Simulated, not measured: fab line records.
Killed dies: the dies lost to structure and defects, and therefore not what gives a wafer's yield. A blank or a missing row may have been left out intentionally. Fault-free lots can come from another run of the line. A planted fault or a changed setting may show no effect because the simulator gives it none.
Which tool is to blame? ; flow gf180mcu ; route of 602 steps, sampled at 1 step: 6 lots, 18 wafers

## WHAT EACH GAUGE READ, for each wafer
GF_MIM_THK_MEAS_11: measures by xrf.
lot;measured;on;MIM_ALCU_THK (nm)
L155;day 26 00:31;filmMetro-01;202.5 207.1 201.7
L157;day 26 15:31;filmMetro-02;198.1 198.1 197.9
L165;day 29 02:14;filmMetro-02;198.5 195.9 199.3
L170;day 30 09:23;filmMetro-02;202.4 197.8 201.5
L172;day 31 01:01;filmMetro-03;202.2 203.1 199.9
L174;day 31 09:59;filmMetro-02;203.7 200.9 201.1

## EACH LOT AND THE TOOL THAT RAN IT (in order: tool; ch and the chambers of the sampled wafers; start)
Before these readings, the record contains no process step.

## THE ANSWER, worked out from the rows above alone
Rule: usual is defined by the lots themselves. The widest of any qualifying gaps counts: lots, ordered by their means at a reading, are off when they make up no more than a third of the lots, leave a main group of 4 or more, and stand apart from it by 3 or more times the standard deviation of that group's means. A main group is skipped when, at the precision printed for the reading in the tables above, its means are all equal. Also off: a lot with no number at a reading for which 4 or more lots have one. All remaining lots with rows at the step are treated as sound.
Across all readings shown, no lot is off: no conclusion can be drawn from this.

## WHAT THE SIMULATOR HAD PUT IN
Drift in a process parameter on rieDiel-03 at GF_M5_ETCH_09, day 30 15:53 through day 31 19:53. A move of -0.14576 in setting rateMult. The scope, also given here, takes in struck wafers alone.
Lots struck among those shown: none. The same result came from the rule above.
